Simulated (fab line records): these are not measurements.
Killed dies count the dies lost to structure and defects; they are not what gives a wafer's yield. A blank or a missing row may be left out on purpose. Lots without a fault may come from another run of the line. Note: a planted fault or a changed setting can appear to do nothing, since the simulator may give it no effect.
Problem report in the 8D (eight disciplines) form, filled by code | flow sfq_line | the parts of the form that need people (team, actions taken, sign-off) are left out

== 1. WHAT WENT WRONG ==
Wafers without a fault read 3000.1 rpm, standard deviation 2; spin_speed_rpm at SFQ_TRILAYER_JJ_CE_LITHO_COAT_114 reads a mean of 2758.7 rpm on 9 wafers belonging to 3 lots. So: -99 or more standard deviations from the usual mean.
The step: resist thk 600 nm.
Seen first at day 41 22:30 on litho_track-03, wafer L493.1. The record has a number at this step for 21 wafers belonging to 7 lots. The rule behind "out" and "out of limits": a value lying over 4 standard deviations away from the usual mean. The other wafers with a number count as sound.

== 2. WHAT IT IS, AND WHAT IT ISN'T ==
question                    | is                     | is not
which readings at this step | spin_speed_rpm         | -
which lots                  | L493, L494, L495       | L486, L500, L502, L504
which wafers of those lots  | all that have a number | -
read on which tools         | litho_track-03         | litho_track-01, litho_track-02
when                        | from day 41 22:30      | up to then (3 sound wafers); but 9 sound wafers of L500, L502, L504 came after

== 3. WHAT RULES OUT EACH SUSPECT ==
Counting: a tool at any process step up to the reading remains a suspect when it ran all the lots that are out and ran no sound lot after the first of those.
- rie_diel-04 at SFQ_TRILAYER_I4_VIA_BARC_OPEN_VIA_ETCH_146 (etches BARC in O2, target depth 125 nm, time 41.7 s): ruled out as a lasting fault. Following L493 (day 41 19:53), the first lot on it that is out, the sound lots L504 were run on it.
- rie_diel-04 at SFQ_TRILAYER_I4_VIA_ETCH_VIA_ETCH_106 (etches SiO2 in CHF3, stops on Nb, target depth 260 nm): ruled out as a lasting fault. Following L493 (day 41 19:56), the first lot on it that is out, the sound lots L504 were run on it.
- litho_track-03 at SFQ_TRILAYER_JJ_CE_LITHO_COAT_114 (resist thk 600 nm): ruled out as a lasting fault. Following L493 (day 41 22:30), the first lot on it that is out, the sound lots L502 were run on it.
Left after counting: nothing in the record.

== 4. THE CAUSE (what the simulator had put in) ==
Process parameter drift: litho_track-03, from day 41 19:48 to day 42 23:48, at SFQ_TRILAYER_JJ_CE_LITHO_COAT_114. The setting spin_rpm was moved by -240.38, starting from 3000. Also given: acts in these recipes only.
Counting ruled it out, wrongly.

== 5. THE EFFECT CHAIN, in route order ==
Rows list readings where the struck wafers' mean (over those with a number) sits beyond 3 standard deviations from the usual. Only readings whose record carries a usual standard deviation are examined. hours: median over the lots of the time between each lot's start at the first step of this table that gives one and its start at this step. sigmas: the change, counted in usual standard deviations.
hours | step                              | reading        | usual      | on struck wafers | change | sigmas
0     | SFQ_TRILAYER_JJ_CE_LITHO_COAT_114 | spin_speed_rpm | 3000.1 rpm | 2758.7           | -241.4 | -99 or more
The process steps in it:
- SFQ_TRILAYER_JJ_CE_LITHO_COAT_114: resist thk 600 nm.
At these later measuring or inspecting steps, every struck wafer for which the step has a row has a number for every such reading, and none has moved that far: SFQ_JJ_OVL_MEAS_931.

== 6. WHAT WOULD HAVE CAUGHT IT SOONER ==
3 hours passed between the start of the fault at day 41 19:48 and the first reading out of limits in this record, taken at day 41 22:30.
